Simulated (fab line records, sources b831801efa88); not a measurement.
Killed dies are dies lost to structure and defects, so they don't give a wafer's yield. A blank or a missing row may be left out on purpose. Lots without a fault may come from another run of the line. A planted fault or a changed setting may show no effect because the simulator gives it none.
Tool commonality check | flow sky130 | 12 lots, 36 wafers sampled

WHY IT WAS OPENED
At SKY_NWELL_RS_MEAS_29 the reading NWELL_RS is flagged on 2 of 12 lots. Wafers without a fault read 624.6 ohm/sq, standard deviation 1.6.
Rule: a lot is flagged when every wafer of it that has a number lies more than 4 standard deviations from that mean, or none has a number. The other lots count as sound.

lot  | measured     | on            | NWELL_RS (ohm/sq), wafer by wafer | flag
L630 | day 5 19:15  | film_metro-03 | 625.1 627.4 624.6                 |
L632 | day 6 02:23  | film_metro-02 | 622.0 623.0 621.7                 |
L635 | day 6 20:30  | film_metro-04 | 622.8 622.5 621.0                 |
L636 | day 7 03:17  | film_metro-02 | 624.3 626.6 627.9                 |
L638 | day 7 14:52  | film_metro-03 | 640.1 637.9 636.6                 | FLAGGED
L639 | day 7 18:53  | film_metro-03 | 642.4 642.1 641.1                 | FLAGGED
L642 | day 8 18:06  | film_metro-03 | 624.3 625.9 624.2                 |
L647 | day 9 20:59  | film_metro-03 | 623.4 624.8 624.4                 |
L648 | day 10 01:19 | film_metro-02 | 623.4 624.1 622.0                 |
L649 | day 10 08:38 | film_metro-03 | 627.0 624.4 625.6                 |
L650 | day 10 16:05 | film_metro-03 | 626.0 626.6 626.0                 |
L652 | day 11 13:01 | film_metro-04 | 622.9 624.9 624.2                 |
The numbers of the flagged lots are 640.0 ohm/sq on average: +15.4 ohm/sq against the usual, or +10 standard deviations.

WHICH TOOL RAN EACH LOT
The record holds 1 process step before the reading, out of a route of 708 steps. In each cell: the tool, then ch and the chambers that the sampled wafers went through, then the start.
lot  | flag    | SKY_NWELL_IMPLANT_11
L630 |         | implanter-02 ch 0, day 5 00:17
L632 |         | implanter-02 ch 0, day 5 07:13
L635 |         | implanter-01 ch 0, day 6 00:19
L636 |         | implanter-01 ch 0, day 6 07:13
L638 | FLAGGED | implanter-01 ch 0, day 6 18:07
L639 | FLAGGED | implanter-01 ch 0, day 6 23:16
L642 |         | implanter-04 ch 0, day 7 20:51
L647 |         | implanter-04 ch 0, day 8 21:46
L648 |         | implanter-02 ch 0, day 9 02:29
L649 |         | implanter-02 ch 0, day 9 09:08
L650 |         | implanter-01 ch 0, day 9 16:43
L652 |         | implanter-01 ch 0, day 10 12:31
What these steps do:
- SKY_NWELL_IMPLANT_11
- SKY_NWELL_RS_MEAS_29: measures by four-point-probe.

FLAGGED OVER TOTAL, TOOL BY TOOL (the gauges that took the reading come last)
step                 | tool          | lots run | flagged | share of the flagged lots | sound lots run after its first flagged lot
SKY_NWELL_IMPLANT_11 | implanter-01  | 6        | 2       | all                       | 2 (L650,L652)
SKY_NWELL_IMPLANT_11 | implanter-02  | 4        | 0       | none                      | -
SKY_NWELL_IMPLANT_11 | implanter-04  | 2        | 0       | none                      | -
SKY_NWELL_RS_MEAS_29 | film_metro-02 | 3        | 0       | none                      | -
SKY_NWELL_RS_MEAS_29 | film_metro-03 | 7        | 2       | all                       | 4 (L642,L647,L649,L650)
SKY_NWELL_RS_MEAS_29 | film_metro-04 | 2        | 0       | none                      | -

WHAT THE TABLE ALLOWS
2 rows of the table ran every flagged lot: implanter-01 at SKY_NWELL_IMPLANT_11, film_metro-03 at SKY_NWELL_RS_MEAS_29.
- implanter-01 at SKY_NWELL_IMPLANT_11: 2 of its 6 lots flagged. Sound lots ran on it after the first flagged one (L650, L652), which a lasting fault on the whole tool wouldn't allow. Its own readings lie more than 4 standard deviations out on every wafer of the flagged lots: dose_ions_cm2.
- film_metro-03 at SKY_NWELL_RS_MEAS_29: 2 of its 7 lots flagged. Sound lots ran on it after the first flagged one (L642, L647, L649, L650), which a lasting fault on the whole tool wouldn't allow.
No row of the table ran every flagged lot and no sound lot after the first.

WHAT THE SIMULATOR HAD PUT IN
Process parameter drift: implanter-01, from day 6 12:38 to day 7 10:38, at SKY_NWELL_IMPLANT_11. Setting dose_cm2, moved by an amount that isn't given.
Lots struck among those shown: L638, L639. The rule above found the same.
